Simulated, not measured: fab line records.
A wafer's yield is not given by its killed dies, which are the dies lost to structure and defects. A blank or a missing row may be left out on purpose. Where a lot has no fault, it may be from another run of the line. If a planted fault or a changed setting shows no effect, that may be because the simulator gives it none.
fab line records | flow sfq_line | part 1 of 2: steps 1 to 25 of 35
[record] lots = 5 wafers = 15 last_day = 80
route steps=325 shown I2@103 M3@118 I3@133
lots that met no fault: from a run of the same line without faults
start_h: start of the lot's first displayed wafer, in hours after the record's first day | wait_h: how many hours have passed since the lot's step before this one | " the same as in the row above | L1.1+2: a row that stands for several wafers | - no value present, or no start provided | * or withheld: withheld | < > ~ a bound
route shown NAME@n: names a module that has steps shown in the file, with the first one's number in the route | usual: the fault-free wafers' mean and standard deviation | same: alike in all rows | chamber/n: place in a boat | sites: readings site by site | _std_site: their standard deviation | _edge_site: the outer-site mean with the inner-site mean subtracted | radius_mm: how far each site lies from the wafer's centre | mask NAME#n: copy n | behind: the tool/chamber that last shaped the wafer | hold: why the lot went on hold/how many hours it stayed there/how the hold came to an end | device: which transistor (n, p or np) failed to switch | end of line: the route-end tests of the same wafers | a step given without rows: its recipe and nothing more | killed: at the first sort, the dies lost to defects and structure; wafer yield is something else | map: a wafer's dies, marking killed ones x, the rest . and places with no die _
set.NAME: the setting that was run; set.NAME@STEP: the one run at that earlier step | model.NAME: the simulator's own value behind a step, which no gauge read
lots seen at some steps along the route; tables by step, rows by wafer
services: the hour from which a tool's chamber was out of use, counted from the record's first day as start_h (under 0 if before that day), plus the number of hours and why
[[steps]]
[step SFQ_TRILAYER_I2_DEP_PECVD_063]
[recipe] material = SiO2 temp_c = 150 time_s = 111.11 pressure_torr = 2.4 rf_w = 183.3 precursor = SiH4/N2O target_thk_nm = 500
[usual] heater_power_w = 88/21 throttle_valve_pct = 24.2/0.73
// columns lot.wafer tool chamber start_h wait_h heater_power_w throttle_valve_pct
L082.1 pecvd-02 1 742.31 0.0 81 24.2
L082.4 " 1 " " 84 23.9
L082.5 " 2 " " 88 23.3
L083.2 pecvd-04 1 771.11 0.0 129 24.3
L083.4 " 2 " " 98 24.0
L083.5 " 1 " " 134 24.3
L088.1 pecvd-04 2 804.19 0.0 108 23.7
L088.2 " 1 " " 113 23.9
L088.3 " 0 " " 59 24.7
L093.1 pecvd-01 0 844.40 0.0 89 25.1
L093.4 " 0 " " 89 25.0
L093.6 " 2 " " 74 24.5
L096.2 pecvd-02 2 879.10 0.0 73 23.9
L096.4 " 0 " " 83 23.1
L096.6 " 2 " " 76 23.6
[step SFQ_TRILAYER_I2_CMP_CMP_064]
[recipe] material = SiO2 down_force_psi = 3 platen_rpm = 60 pad_velocity_m_s = 0.94248
[usual] motor_current_A = 10.0/0.87 time_to_endpoint_s = 212/8.2
// columns lot.wafer tool chamber start_h wait_h motor_current_A time_to_endpoint_s
L082.1 cmp-02 0 742.57 0.2 9.6 214
L082.4 " 1 " " 9.0 228
L082.5 " 1 745.07 2.7 9.2 228
L083.4 cmp-01 0 783.79 12.6 10.4 206
L083.2 " 1 " " 11.1 204
L083.5 " 1 786.29 15.1 12.2 207
L088.1 cmp-02 3 833.19 29.0 9.3 203
L088.3 " 0 " " 9.6 205
L088.2 " 1 " " 9.2 221
L093.1 cmp-01 3 882.79 38.3 9.9 210
L093.4 " 1 883.79 39.3 12.0 207
L093.6 " 0 885.29 40.8 10.7 198
L096.2 cmp-02 1 920.19 41.0 9.1 220
L096.4 " 2 " " 10.2 213
L096.6 " 2 922.69 43.5 10.4 214
[step SFQ_I2_BOW_MEAS_917]
[recipe] mode = bow
[usual] I2_BOW = 5/7.8
// columns lot.wafer tool chamber start_h wait_h I2_BOW[um]
L082.1 film_metro-04 - 745.57 2.5 8
L082.4 " - " " 0
L082.5 " - " " 15
L083.2 film_metro-04 - 786.81 2.0 -7
L083.4 " - " " -5
L083.5 " - " " -5
L088.1 film_metro-04 - 836.19 2.5 15
L088.2 " - " " 12
L088.3 " - " " 8
L093.1 film_metro-02 - 885.79 2.5 12
L093.4 " - " " 14
L093.6 " - " " 5
L096.2 film_metro-04 - 923.21 2.5 7
L096.4 " - " " 4
L096.6 " - " " 4
[step SFQ_TRILAYER_I2_METRO_MEASURE_065]
[usual] thk_nm = 199.7/1.2
// columns lot.wafer tool chamber start_h wait_h thk_nm
L082.1 film_metro-04 - 745.69 0.1 200.2
L082.4 " - " " 201.9
L082.5 " - " " 201.4
L083.2 film_metro-04 - 787.11 0.3 198.8
L083.4 " - " " 198.7
L083.5 " - " " 199.4
L088.1 film_metro-04 - 836.31 0.1 201.4
L088.2 " - " " 202.0
L088.3 " - " " 200.8
L093.1 film_metro-02 - 885.91 0.1 199.7
L093.4 " - " " 197.7
L093.6 " - " " 198.0
L096.2 film_metro-04 - 923.51 0.3 201.6
L096.4 " - " " 199.5
L096.6 " - " " 199.4
[step SFQ_TRILAYER_I2_VIA_LITHO_COAT_072]
[recipe] resist = BARC spin_rpm = 3000 resist_thk_nm = 62
[usual] exhaust_pa = 45.0/0.87
// columns lot.wafer tool chamber start_h wait_h exhaust_pa
L082.1 litho_track-01 0 746.89 1.0 44.2
L082.4 " 0 " " 46.0
L082.5 " 0 " " 45.1
L083.2 litho_track-04 0 788.16 0.8 45.8
L083.4 " 0 " " 45.9
L083.5 " 0 " " 45.7
L088.1 litho_track-04 0 837.51 1.0 46.1
L088.2 " 0 " " 44.9
L088.3 " 0 " " 45.3
L093.1 litho_track-04 0 887.11 1.0 46.7
L093.4 " 0 " " 46.6
L093.6 " 0 " " 46.3
L096.2 litho_track-04 0 924.56 0.8 45.7
L096.4 " 0 " " 46.0
L096.6 " 0 " " 45.5
[step SFQ_TRILAYER_I2_VIA_LITHO_COAT_067]
[recipe] resist = KrF spin_rpm = 3000 resist_thk_nm = 650
[usual] exhaust_pa = 45.0/0.9
// columns lot.wafer tool chamber start_h wait_h exhaust_pa
L082.1 litho_track-01 0 747.19 0.2 44.3
L082.4 " 0 " " 44.3
L082.5 " 0 " " 45.1
L083.2 litho_track-04 0 788.46 0.2 44.3
L083.4 " 0 " " 46.4
L083.5 " 0 " " 45.6
L088.1 litho_track-04 0 837.81 0.2 46.4
L088.2 " 0 " " 46.4
L088.3 " 0 " " 45.3
L093.1 litho_track-04 0 887.41 0.2 44.4
L093.4 " 0 " " 44.8
L093.6 " 0 " " 44.4
L096.2 litho_track-04 0 924.86 0.2 45.4
L096.4 " 0 " " 43.7
L096.6 " 0 " " 44.6
[step SFQ_TRILAYER_I2_VIA_LITHO_SOFTBAKE_071]
[recipe] temp_c = withheld time_s = withheld resist = KrF
[usual] exhaust_pa = 44.8/0.99
// columns lot.wafer tool chamber start_h wait_h exhaust_pa
L082.1 litho_track-01 0 747.49 0.2 45.1
L082.4 " 0 " " 45.8
L082.5 " 0 " " 45.0
L083.2 litho_track-04 0 788.74 0.2 44.3
L083.4 " 0 " " 44.3
L083.5 " 0 " " 44.9
L088.1 litho_track-04 0 838.11 0.2 43.9
L088.2 " 0 " " 44.0
L088.3 " 0 " " 43.3
L093.1 litho_track-04 0 887.71 0.2 44.1
L093.4 " 0 " " 44.8
L093.6 " 0 " " 45.1
L096.2 litho_track-04 0 925.13 0.2 43.8
L096.4 " 0 " " 44.7
L096.6 " 0 " " 43.9
[step SFQ_TRILAYER_I2_VIA_LITHO_EXPOSE_068]
[recipe] mask_id = I2 na = 0.6 source_shape = conventional sigma_outer = 0.65 target_cd_nm = 500 dose_mj = 21.3
// columns lot.wafer tool chamber start_h wait_h mask
L082.1+4+5 krf_scanner-01 0 891.06 - I2#0
L083.2+4+5 krf_scanner-02 0 917.78 - I2#0
L088.1+2+3 krf_scanner-01 0 958.51 - I2#0
L093.1+4+6 krf_scanner-01 0 999.23 - I2#0
L096.2+4+6 krf_scanner-02 0 1040.36 - I2#0
[step SFQ_TRILAYER_I2_VIA_LITHO_PEB_070]
[recipe] peb_temp_c = 115 peb_time_s = 60 resist = KrF
[usual] exhaust_pa = 45.2/0.91
// columns lot.wafer tool chamber start_h wait_h exhaust_pa
L082.1 litho_track-04 0 892.26 1.0 44.9
L082.4 " 0 " " 44.1
L082.5 " 0 " " 46.0
L083.2 litho_track-04 0 918.81 0.8 44.8
L083.4 " 0 " " 45.7
L083.5 " 0 " " 45.4
L088.1 litho_track-04 0 959.71 1.0 46.2
L088.2 " 0 " " 45.3
L088.3 " 0 " " 45.5
L093.1 litho_track-01 0 1000.43 1.0 45.5
L093.4 " 0 " " 44.2
L093.6 " 0 " " 46.2
L096.2 litho_track-01 0 1041.38 0.8 45.8
L096.4 " 0 " " 44.7
L096.6 " 0 " " 44.3
[step SFQ_TRILAYER_I2_VIA_LITHO_DEVELOP_069]
[recipe] time_s = 60 resist = KrF
[usual] exhaust_pa = 45.2/0.85
// columns lot.wafer tool chamber start_h wait_h exhaust_pa
L082.1 litho_track-04 0 892.41 0.1 44.7
L082.4 " 0 " " 45.9
L082.5 " 0 " " 44.1
L083.2 litho_track-04 0 918.96 0.1 45.0
L083.4 " 0 " " 47.1
L083.5 " 0 " " 46.1
L088.1 litho_track-04 0 959.86 0.1 45.7
L088.2 " 0 " " 43.7
L088.3 " 0 " " 45.2
L093.1 litho_track-01 0 1000.58 0.1 46.6
L093.4 " 0 " " 47.1
L093.6 " 0 " " 46.6
L096.2 litho_track-01 0 1041.53 0.1 45.5
L096.4 " 0 " " 45.0
L096.6 " 0 " " 44.6
[step SFQ_I2_OVL_MEAS_918]
[usual] I2_OVL = -2/5.8
// columns lot.wafer tool chamber start_h wait_h I2_OVL[nm]
L082.1 overlay-02 - 892.56 0.1 -10
L082.4 " - " " 1
L082.5 " - " " -5
L083.2 overlay-02 - 919.09 0.1 -3
L083.4 " - " " -8
L083.5 " - " " -6
L088.1 overlay-01 - 960.01 0.1 -9
L088.2 " - " " -6
L088.3 " - " " -10
L093.1 overlay-01 - 1000.73 0.1 4
L093.4 " - " " -1
L093.6 " - " " -1
L096.2 overlay-01 - 1041.66 0.1 -6
L096.4 " - " " -7
L096.6 " - " " -3
[step SFQ_TRILAYER_I2_VIA_BARC_OPEN_VIA_ETCH_096]
[recipe] mask_material = PR chemistry = O2 target_depth_nm = 125 target = BARC source_w = 500 bias_w = 80 pressure_mtorr = 30 time_s = 41.7
[usual] drypump_motor_current_A = 5.6/0.47 oes_product_au = 0.684/0.0047
// columns lot.wafer tool chamber start_h wait_h drypump_motor_current_A oes_product_au rf_hours_counter_h
L082.1 rie_diel-02 2 892.59 0.0 5.2 0.678 10
L082.4 " 1 " " 5.7 0.678 20
L082.5 " 3 " " 6.2 0.683 -
L083.2 rie_diel-02 1 919.12 0.0 5.7 0.691 20
L083.4 " 0 " " 4.8 0.681 9
L083.5 " 1 " " 5.7 0.682 -
L088.1 rie_diel-02 1 960.04 0.0 5.7 0.684 21
L088.2 " 0 " " 4.8 0.683 9
L088.3 " 2 " " 5.3 0.684 12
L093.1 rie_diel-01 1 1000.77 0.0 5.4 0.679 5
L093.4 " 3 " " 6.3 0.690 9
L093.6 " 1 " " 5.4 0.689 -
L096.2 rie_diel-02 3 1041.69 0.0 6.2 0.678 3
L096.4 " 0 " " 4.8 0.682 -
L096.6 " 3 " " 6.2 0.683 -
[step SFQ_TRILAYER_I2_VIA_ETCH_VIA_ETCH_070]
[recipe] target = SiO2 stop_on = Nb mask_material = PR taper_deg = 20 chemistry = CHF3 target_depth_nm = 260 source_w = 500 bias_w = 80 pressure_mtorr = 30 time_s = withheld
[usual] drypump_motor_current_A = 5.6/0.47 oes_product_au = 0.854/0.0053
// columns lot.wafer tool chamber start_h wait_h drypump_motor_current_A oes_product_au
L082.1 rie_diel-02 2 892.63 0.0 5.2 0.850
L082.4 " 1 " " 5.7 0.861
L082.5 " 3 " " 6.2 0.861
L083.2 rie_diel-02 1 919.16 0.0 5.7 0.854
L083.4 " 0 " " 4.8 0.841
L083.5 " 1 " " 5.7 0.847
L088.1 rie_diel-02 1 960.08 0.0 5.7 0.857
L088.2 " 0 " " 4.8 0.853
L088.3 " 2 " " 5.3 0.862
L093.1 rie_diel-01 1 1000.81 0.0 5.4 0.858
L093.4 " 3 " " 6.3 0.852
L093.6 " 1 " " 5.4 0.849
L096.2 rie_diel-02 3 1041.73 0.0 6.2 0.867
L096.4 " 0 " " 4.8 0.857
L096.6 " 3 " " 6.1 0.850
[step SFQ_TRILAYER_I2_VIA_STRIP_STRIP_071]
[recipe] gas = O2 power_w = 200 platen_temp_c = 40 overash_fraction = 0.65 chemistry = O2 pressure_mtorr = 50
[usual] drypump_motor_current_A = 5.5/0.57 oes_product_au = 0.999/0.0095 platen_temp_c = 39.98/0.11
// columns lot.wafer tool chamber start_h wait_h drypump_motor_current_A oes_product_au platen_temp_c rf_hours_counter_h
L082.1 rie_metal-04 0 892.75 - 6.2 0.998 40.14 57
L082.4 " 0 " " 6.2 1.000 40.02 -
L082.5 " 1 " " 5.0 1.000 39.97 -
L083.2 rie_metal-04 0 919.27 - 6.2 0.990 40.16 62
L083.4 " 1 " " 5.0 0.989 39.83 -
L083.5 " 1 " " 5.0 0.992 39.86 -
L088.1 rie_metal-02 0 960.20 - 4.9 1.018 39.94 103
L088.2 " 1 " " 6.0 0.998 40.09 54
L088.3 " 0 " " 4.8 1.009 39.94 -
L093.1 rie_metal-04 0 1000.92 - 6.2 0.988 40.07 75
L093.4 " 1 " " 5.0 0.989 40.12 -
L093.6 " 0 " " 6.2 0.987 39.97 -
L096.2 rie_metal-04 1 1041.85 - 5.0 0.987 40.16 45
L096.4 " 0 " " 6.2 0.986 40.01 -
L096.6 " 0 " " 6.3 0.985 39.98 -
[step SFQ_TRILAYER_I2_VIA_STRIP_SOLV_CLEAN_072]
[recipe] chemistry = NMP temp_c = 70 time_s = 600
[usual] temp_c = 70.01/0.11
// columns lot.wafer tool chamber start_h wait_h temp_c
L082.1 wet_bench-03 4 893.35 0.4 70.05
L082.4 " 1 " " 69.91
L082.5 " 7 " " 70.03
L083.2 wet_bench-03 5 919.87 0.4 70.09
L083.4 " 7 " " 70.00
L083.5 " 2 " " 70.07
L088.1 wet_bench-01 0 960.80 0.4 70.17
L088.2 " 3 " " 70.03
L088.3 " 4 " " 69.91
L093.1 wet_bench-04 0 1001.52 0.4 70.05
L093.4 " 4 " " 70.22
L093.6 " 3 " " 70.00
L096.2 wet_bench-04 3 1042.45 0.4 69.96
L096.4 " 2 " " 69.89
L096.6 " 6 " " 70.09
[step SFQ_TRILAYER_M3_DEP_PRE_CLEAN_074]
[recipe] gas = Ar time_s = 22.5 bias_v = 250
// columns lot.wafer tool chamber start_h wait_h
L082.1+4+5 pvd_sputter-03 - 893.52 0.0
L083.2+4+5 pvd_sputter-05 - 920.05 0.0
L088.1+2+3 pvd_sputter-03 - 960.97 0.0
L093.1+4+6 pvd_sputter-06 - 1001.70 0.0
L096.2+4+6 pvd_sputter-06 - 1042.62 0.0
[step SFQ_TRILAYER_M3_DEP_SPUTTER_073]
[recipe] material = Nb base_pressure_pa = 1.33e-06 chamber_pressure_pa = 0.1333 substrate_temp_c = 20 resputter_cathode_voltage_v = 400 target_thk_nm = 200 power_w = 2000 time_s = 133.3
[usual] throttle_valve_pct = 29.9/1.1
// columns lot.wafer tool chamber start_h wait_h throttle_valve_pct
L082.1 pvd_sputter-03 - 893.55 0.0 30.8
L082.4 " - " " 29.0
L082.5 " - " " 30.4
L083.2 pvd_sputter-05 - 920.08 0.0 29.2
L083.4 " - " " 30.1
L083.5 " - " " 30.2
L088.1 pvd_sputter-03 - 961.00 0.0 28.6
L088.2 " - " " 30.7
L088.3 " - " " 31.5
L093.1 pvd_sputter-06 - 1001.73 0.0 27.9
L093.4 " - " " 28.8
L093.6 " - " " 28.3
L096.2 pvd_sputter-06 - 1042.65 0.0 29.0
L096.4 " - " " 30.9
L096.6 " - " " 27.8
[step SFQ_M3_RS_MEAS_919]
[recipe] thk_meas_gauge = four-point-probe reads = Nb_of_TRILAYER_M3_DEP_SPUTTER_073
[usual] M3_NB_RS = 0.891/0.0095
// columns lot.wafer tool chamber start_h wait_h M3_NB_RS[ohm/sq]
L082.1 film_metro-01 - 893.64 0.0 0.887
L082.4 " - " " 0.886
L082.5 " - " " 0.895
L083.2 film_metro-04 - 920.19 0.1 0.890
L083.4 " - " " 0.877
L083.5 " - " " 0.890
L088.1 film_metro-01 - 961.09 0.0 0.895
L088.2 " - " " 0.900
L088.3 " - " " 0.890
L093.1 film_metro-02 - 1001.82 0.0 0.900
L093.4 " - " " 0.910
L093.6 " - " " 0.907
L096.2 film_metro-01 - 1042.76 0.1 0.898
L096.4 " - " " 0.881
L096.6 " - " " 0.887
[step SFQ_TRILAYER_M3_LITHO_COAT_080]
[recipe] resist = BARC spin_rpm = 3000 resist_thk_nm = 62
[usual] exhaust_pa = 45.0/0.87
// columns lot.wafer tool chamber start_h wait_h exhaust_pa
L082.1 litho_track-03 0 893.82 0.1 43.6
L082.4 " 0 " " 45.3
L082.5 " 0 " " 44.2
L083.2 litho_track-03 0 920.40 0.1 45.1
L083.4 " 0 " " 44.0
L083.5 " 0 " " 44.8
L088.1 litho_track-02 0 961.27 0.1 44.9
L088.2 " 0 " " 46.6
L088.3 " 0 " " 46.3
L093.1 litho_track-02 0 1002.00 0.1 45.9
L093.4 " 0 " " 46.2
L093.6 " 0 " " 45.4
L096.2 litho_track-02 0 1042.97 0.1 46.1
L096.4 " 0 " " 43.9
L096.6 " 0 " " 44.9
[step SFQ_TRILAYER_M3_LITHO_COAT_075]
[recipe] resist = KrF spin_rpm = 3000 resist_thk_nm = 600
[usual] exhaust_pa = 44.9/0.88
// columns lot.wafer tool chamber start_h wait_h exhaust_pa
L082.1 litho_track-03 0 894.12 0.2 45.0
L082.4 " 0 " " 46.5
L082.5 " 0 " " 46.4
L083.2 litho_track-03 0 920.70 0.2 44.6
L083.4 " 0 " " 44.5
L083.5 " 0 " " 44.4
L088.1 litho_track-02 0 961.57 0.2 44.8
L088.2 " 0 " " 43.8
L088.3 " 0 " " 45.5
L093.1 litho_track-02 0 1002.30 0.2 44.3
L093.4 " 0 " " 44.0
L093.6 " 0 " " 43.8
L096.2 litho_track-02 0 1043.27 0.2 45.5
L096.4 " 0 " " 45.5
L096.6 " 0 " " 45.0
[step SFQ_TRILAYER_M3_LITHO_SOFTBAKE_079]
[recipe] temp_c = withheld time_s = withheld resist = KrF
[usual] exhaust_pa = 45.1/0.93
// columns lot.wafer tool chamber start_h wait_h exhaust_pa
L082.1 litho_track-03 0 894.42 0.2 44.8
L082.4 " 0 " " 44.4
L082.5 " 0 " " 44.9
L083.2 litho_track-03 0 920.97 0.2 44.1
L083.4 " 0 " " 43.9
L083.5 " 0 " " 44.7
L088.1 litho_track-02 0 961.87 0.2 44.0
L088.2 " 0 " " 45.2
L088.3 " 0 " " 44.2
L093.1 litho_track-02 0 1002.60 0.2 44.4
L093.4 " 0 " " 46.7
L093.6 " 0 " " 45.7
L096.2 litho_track-02 0 1043.55 0.2 44.2
L096.4 " 0 " " 44.4
L096.6 " 0 " " 43.4
[step SFQ_TRILAYER_M3_LITHO_EXPOSE_076]
[recipe] mask_id = M3 na = 0.6 source_shape = conventional sigma_outer = 0.65 target_cd_nm = 500 dose_mj = 14.4
// columns lot.wafer tool chamber start_h wait_h mask
L082.1+4+5 krf_scanner-01 0 1007.63 - M3#0
L083.2+4+5 krf_scanner-02 0 1035.56 - M3#0
L088.1+2+3 krf_scanner-02 0 1076.16 - M3#0
L093.1+4+6 krf_scanner-02 0 1112.16 - M3#0
L096.2+4+6 krf_scanner-02 0 1156.11 - M3#0
[step SFQ_TRILAYER_M3_LITHO_PEB_078]
[recipe] peb_temp_c = 115 peb_time_s = 60 resist = KrF
[usual] exhaust_pa = 45.4/0.79
// columns lot.wafer tool chamber start_h wait_h exhaust_pa
L082.1 litho_track-03 0 1008.83 1.0 45.8
L082.4 " 0 " " 45.9
L082.5 " 0 " " 45.5
L083.2 litho_track-04 0 1036.58 0.8 45.7
L083.4 " 0 " " 45.7
L083.5 " 0 " " 44.7
L088.1 litho_track-04 0 1077.36 1.0 45.4
L088.2 " 0 " " 44.2
L088.3 " 0 " " 45.1
L093.1 litho_track-03 0 1113.36 1.0 47.2
L093.4 " 0 " " 45.2
L093.6 " 0 " " 45.3
L096.2 litho_track-03 0 1157.13 0.8 44.6
L096.4 " 0 " " 44.1
L096.6 " 0 " " 44.1
[step SFQ_TRILAYER_M3_LITHO_DEVELOP_077]
[recipe] time_s = 60 resist = KrF
[usual] exhaust_pa = 45.1/0.97
// columns lot.wafer tool chamber start_h wait_h exhaust_pa
L082.1 litho_track-03 0 1008.98 0.1 42.8
L082.4 " 0 " " 44.5
L082.5 " 0 " " 44.1
L083.2 litho_track-04 0 1036.73 0.1 44.9
L083.4 " 0 " " 43.6
L083.5 " 0 " " 43.2
L088.1 litho_track-04 0 1077.51 0.1 43.9
L088.2 " 0 " " 45.8
L088.3 " 0 " " 43.9
L093.1 litho_track-03 0 1113.51 0.1 45.0
L093.4 " 0 " " 46.6
L093.6 " 0 " " 45.8
L096.2 litho_track-03 0 1157.28 0.1 44.2
L096.4 " 0 " " 45.6
L096.6 " 0 " " 44.7
[step SFQ_M3_OVL_MEAS_921]
[usual] M3_OVL = 1/4.5
// columns lot.wafer tool chamber start_h wait_h M3_OVL[nm]
L082.1 overlay-01 - 1009.13 0.1 1
L082.4 " - " " -4
L082.5 " - " " -3
L083.2 overlay-02 - 1036.86 0.1 0
L083.4 " - " " 1
L083.5 " - " " 6
L088.1 overlay-02 - 1077.66 0.1 8
L088.2 " - " " 4
L088.3 " - " " 8
L093.1 overlay-02 - 1113.66 0.1 2
L093.4 " - " " 0
L093.6 " - " " -3
L096.2 overlay-01 - 1157.41 0.1 6
L096.4 " - " " 4
L096.6 " - " " 1
